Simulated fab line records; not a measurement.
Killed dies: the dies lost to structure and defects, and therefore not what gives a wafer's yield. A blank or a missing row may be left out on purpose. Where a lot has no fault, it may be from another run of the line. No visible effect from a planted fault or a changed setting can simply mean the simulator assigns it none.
8D (eight disciplines) problem report, filled in by code | flow sfq line | the parts of the form that need people (team, actions taken, sign-off) are left out

== 1. PROBLEM STATEMENT ==
Wafers without a fault read 70.0 s, standard deviation 0.51; run length s at SFQ_TRILAYER_I6_VIA_BARC_OPEN_VIA_ETCH_235 reads a mean of 75.5 s on 3 wafers belonging to 2 lots. That is +11 standard deviations from the usual mean.
The step: etches BARC in O2, target depth 125 nm, time 41.7 s.
The first sign was on wafer L969.5 at day 80 11:05, on rie diel-03. The record has a number at this step for 41 wafers belonging to 14 lots. Rule for "out" (also "out of limits"): further than 4 standard deviations from the usual mean. The other wafers with a number count as sound.

== 2. WHAT THIS IS AND IS NOT ==
question                    | is                           | is not
which readings at this step | run length s, oes product au | drypump motor current A
which lots                  | L969, L971                   | L961, L962, L963, L964, L972, L974, L975, L976, L978, L979, L981, L983
which wafers of those lots  | L969.5, L971.3, L971.5       | L969.4, L971.4
read on which tools         | rie diel-03                  | rie diel-02, rie diel-04
when                        | from day 80 11:05            | up to then (13 sound wafers); but 25 sound wafers of L971, L972, L974, L975, L976, L978, L979, L981, L983 came after

== 3. SUSPECTS, AND WHAT RULES EACH OUT ==
Counting: if a tool at a process step up to the reading ran every lot that is out, it stays a suspect. Sound lots after the first of them don't rule it out here, since some wafers of a struck lot are sound.
- pvd sputter-06 at SFQ_TRILAYER_M6_DEP_SPUTTER_157 (material Nb, target thk 200 nm, time 133.3 s): kept. It processed each lot that is out (first: L969, day 76 22:03); up to then, its last sound lot is L962 (day 62 00:18).
- rie diel-03 at SFQ_TRILAYER_I6_VIA_BARC_OPEN_VIA_ETCH_235 (etches BARC in O2, target depth 125 nm, time 41.7 s): kept. It processed each lot that is out (first: L969, day 80 11:05); up to then, its last sound lot is L964 (day 71 08:04). On those wafers its own readings are out: oes product au, run length s.
- Within rie diel-03 at SFQ_TRILAYER_I6_VIA_BARC_OPEN_VIA_ETCH_235: the wafers that are out ran in chamber 0; their sound lot-mates ran in chambers 2, 3.
Left after counting: pvd sputter-06 at SFQ_TRILAYER_M6_DEP_SPUTTER_157, rie diel-03 at SFQ_TRILAYER_I6_VIA_BARC_OPEN_VIA_ETCH_235.

== 4. THE CAUSE (what the simulator had put in) ==
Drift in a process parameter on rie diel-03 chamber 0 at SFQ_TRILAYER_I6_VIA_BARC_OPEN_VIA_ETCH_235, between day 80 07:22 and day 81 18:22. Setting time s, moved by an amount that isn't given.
Counting leaves 2 suspects; this tool is one of them.

== 5. THE EFFECT CHAIN, in route order ==
One row per reading whose mean, taken over the struck wafers that have a number, lies over 3 standard deviations from the usual. Readings are gone through only where the record gives a usual standard deviation; hours: the median, over the lots, of the time from a lot's start at the first step in this table giving one to that lot's start at this step; sigmas: the change measured in usual standard deviations.
hours | step                                       | reading        | usual      | on struck wafers | change | sigmas
0     | SFQ_TRILAYER_I6_VIA_BARC_OPEN_VIA_ETCH_235 | oes product au | 0.686 a.u. | 0.656            | -0.030 | -6.5
0     | SFQ_TRILAYER_I6_VIA_BARC_OPEN_VIA_ETCH_235 | run length s   | 70.0 s     | 75.5             | +5.5   | +11
Its process steps:
- SFQ_TRILAYER_I6_VIA_BARC_OPEN_VIA_ETCH_235: etches BARC in O2, target depth 125 nm, time 41.7 s.
At these later measuring or inspecting steps, every struck wafer for which the step has a row has a number for every such reading, and none has moved that far: SFQ_M7_RS_MEAS_943.

== 6. HOW IT WOULD HAVE BEEN CAUGHT EARLIER ==
First out-of-limits reading in this record: day 80 11:05, which is 4 hours after fault onset at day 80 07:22.
